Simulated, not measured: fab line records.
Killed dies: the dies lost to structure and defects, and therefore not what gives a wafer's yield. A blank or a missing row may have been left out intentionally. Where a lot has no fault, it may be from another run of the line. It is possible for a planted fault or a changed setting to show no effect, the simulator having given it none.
Which tool did it? ; flow gf180mcu ; 13 lots, 39 wafers sampled, at 5 steps of a route of 602

## WHAT THE GAUGES READ, wafer by wafer
GF_HV_LDD_TW_MEAS_23.
lot;measured;on;HV_LDD_2_TW
L391;day 11 09:50;film metro-03;1067 1065 1063
L392;day 11 10:53;film metro-01;1059 1061 1058
L393;day 11 22:20;film metro-03;1066 1057 1065
L394;day 12 03:14;film metro-03;1062 1069 1062
L395;day 12 15:21;film metro-04;1100 1104 1100
L397;day 13 12:44;film metro-03;1105 1097 1099
L398;day 13 19:04;film metro-04;1092 1099 1099
L405;day 15 18:20;film metro-04;1054 1054 1052
L406;day 16 02:52;film metro-04;1060 1060 1067
L407;day 16 07:20;film metro-04;1059 1058 1057
L408;day 16 20:17;film metro-04;1059 1053 1056
L411;day 17 18:14;film metro-03;1067 1070 1068
L413;day 18 04:51;film metro-04;1057 1057 1053

GF_V2_BOW_MEAS_05.
lot;measured;on;V2_BOW (um)
L391;day 20 03:25;film metro-03;113 96 101
L392;day 20 09:12;film metro-03;105 96 87
L393;day 20 19:43;film metro-03;102 99 98
L394;day 21 02:25;film metro-01;96 93 112
L395;day 21 18:05;film metro-01;98 103 98
L397;day 22 19:05;film metro-04;97 111 91
L398;day 23 00:51;film metro-04;96 97 96
L405;day 25 01:41;film metro-01;99 111 95
L406;day 25 11:12;film metro-03;98 100 105
L407;day 25 16:52;film metro-04;98 96 95
L408;day 26 04:08;film metro-03;98 86 100
L411;day 27 01:52;film metro-04;103 108 98
L413;day 27 09:55;film metro-01;96 96 103

## WHICH TOOL RAN EACH LOT (tool, then ch and the chambers of the sampled wafers, then the start)
lot;GF_HV_LDD_IMPLANT_21;GF_CONTACT_CMP_27;GF_V2_CVD_02
L391;implanter-03 ch 0, day 11 09:35;cmp-02 ch 1,2,3, day 16 21:29;pecvd-03 ch 0,1,2, day 20 02:59
L392;implanter-03 ch 0, day 11 10:40;cmp-02 ch 0,2,3, day 17 01:59;pecvd-01 ch 0,2, day 20 06:59
L393;implanter-02 ch 0, day 11 22:06;cmp-02 ch 1,3, day 17 13:58;pecvd-04 ch 0,1, day 20 19:16
L394;implanter-02 ch 0, day 12 02:59;cmp-02 ch 0,2,3, day 17 19:55;pecvd-03 ch 0,1,2, day 21 01:59
L395;implanter-02 ch 0, day 12 15:08;cmp-02 ch 0,1,3, day 18 10:55;pecvd-04 ch 0,1,2, day 21 17:37
L397;implanter-02 ch 0, day 13 12:29;cmp-02 ch 0,1,2, day 19 13:16;pecvd-04 ch 0,1,2, day 22 18:39
L398;implanter-02 ch 0, day 13 18:52;cmp-01 ch 1,2, day 19 20:50;pecvd-03 ch 0,1,2, day 23 00:23
L405;implanter-01 ch 0, day 15 18:05;cmp-01 ch 0,2,3, day 21 23:49;pecvd-04 ch 1,2, day 25 01:15
L406;implanter-01 ch 0, day 16 02:37;cmp-01 ch 1,2, day 22 09:58;pecvd-03 ch 1,2, day 25 10:46
L407;implanter-03 ch 0, day 16 07:07;cmp-01 ch 0,1,2, day 22 15:59;pecvd-03 ch 0,1,2, day 25 16:25
L408;implanter-03 ch 0, day 16 20:02;cmp-02 ch 1,2, day 23 05:10;pecvd-03 ch 1,2, day 26 03:38
L411;implanter-01 ch 0, day 17 18:00;cmp-01 ch 0,2,3, day 24 04:46;pecvd-03 ch 0,2, day 27 01:25
L413;implanter-03 ch 0, day 18 04:37;cmp-02 ch 2,3, day 24 12:17;pecvd-03 ch 0,2, day 27 09:28
- GF_HV_LDD_IMPLANT_21
- GF_CONTACT_CMP_27: polishes, stops on SiO2, t overpolish 15 s, target thk 0 nm.
- GF_V2_CVD_02: deposits SiO2 from TEOS, target thk 850 nm, time 94.851 s.

## WHAT THE TOOLS THEMSELVES READ (means of the sampled wafers that have a number; where no wafer has one, the mark that the record gives instead)
GF_HV_LDD_IMPLANT_21.
lot;tool;beam on s (s);end station pressure torr (Torr);faraday current uA
L391;implanter-03;10.08;5.35e-06;280
L392;implanter-03;9.95;5.37e-06;284
L393;implanter-02;9.90;5.06e-06;285
L394;implanter-02;10.08;5.24e-06;279
L395;implanter-02;11.13;5.75e-05;255
L397;implanter-02;11.38;5.96e-05;250
L398;implanter-02;11.20;5.69e-05;255
L405;implanter-01;10.04;5.36e-06;281
L406;implanter-01;10.22;5.27e-06;276
L407;implanter-03;10.05;5.19e-06;282
L408;implanter-03;9.90;5.07e-06;285
L411;implanter-01;10.06;5.30e-06;280
L413;implanter-03;10.02;5.28e-06;281

GF_CONTACT_CMP_27.
lot;tool;edge zone pressure frac;motor current A (A);overpolish run s (s);time to endpoint s (s)
L391;cmp-02;0.999;10.8;14.993;76.4
L392;cmp-02;1.006;11.6;15.006;73.8
L393;cmp-02;1.004;10.0;14.997;74.6
L394;cmp-02;1.001;11.6;14.993;74.6
L395;cmp-02;1.001;11.5;14.999;73.3
L397;cmp-02;1.001;11.4;15.004;74.6
L398;cmp-01;1.000;10.8;14.999;77.1
L405;cmp-01;0.998;11.1;15.007;71.6
L406;cmp-01;0.998;10.8;14.992;75.7
L407;cmp-01;0.999;11.3;14.988;76.3
L408;cmp-02;0.999;9.7;14.999;77.5
L411;cmp-01;0.999;11.3;15.000;74.7
L413;cmp-02;0.997;10.7;14.994;73.8

GF_V2_CVD_02.
lot;tool;heater power w (W)
L391;pecvd-03;754
L392;pecvd-01;563
L393;pecvd-04;627
L394;pecvd-03;728
L395;pecvd-04;637
L397;pecvd-04;578
L398;pecvd-03;672
L405;pecvd-04;601
L406;pecvd-03;684
L407;pecvd-03;734
L408;pecvd-03;722
L411;pecvd-03;740
L413;pecvd-03;718

## THE ANSWER, worked out from the rows above alone
Rule: the lots themselves supply what counts as usual. The widest of any qualifying gaps counts: lots, ordered by their means at a reading, are off when they make up no more than a third of the lots, leave a main group of 4 or more, and stand apart from it by 3 or more times the standard deviation of that group's means. Not used: any main group whose means are identical at the precision the tables above print for the reading. A lot without any number at a reading at which 4 lots or more have one is off too. All remaining lots with rows at the step are treated as sound. The gauges are gone through in route order, then the tools' own readings, and for those a lot's mean is taken as printed above. At the first step where some lot is off, the reading lying furthest off is the one used; lots without a number count as furthest.
Off: L395, L397, L398, at GF_HV_LDD_TW_MEAS_23 (HV_LDD_2_TW). For the main group the mean is 1060 and the standard deviation 4.5.
A tool fits if, at a process step before that reading, it ran every lot that is off, and no sound lot after the first of them. The gauges at GF_HV_LDD_TW_MEAS_23 aren't tried: what is off there is off at GF_HV_LDD_IMPLANT_21 too, on other tools, and a gauge's error can't cause that. One fits: GF_HV_LDD_IMPLANT_21 on implanter-02. Its last sound lot is L394 (day 12 02:59), its first lot that is off L395 (day 12 15:08): a fault that began between those two fits.
The tool's own readings at GF_HV_LDD_IMPLANT_21 bear it out: on the lots that are off they differ by more than 5 times the standard deviation of the sound lots' means. beam on s reads 11.24 s there against 10.03 s on the sound lots; end station pressure torr reads 5.80e-05 Torr there against 5.25e-06 Torr on the sound lots; faraday current uA reads 253 there against 281 on the sound lots.

## WHAT WAS PUT IN BY THE SIMULATOR
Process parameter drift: implanter-02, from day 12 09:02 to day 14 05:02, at GF_HV_LDD_IMPLANT_21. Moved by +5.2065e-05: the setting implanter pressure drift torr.
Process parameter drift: implanter-02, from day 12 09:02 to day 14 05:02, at GF_HV_LDD_IMPLANT_21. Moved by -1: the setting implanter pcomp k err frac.
Lots struck among those shown: L395, L397, L398. The same result came from the rule above.
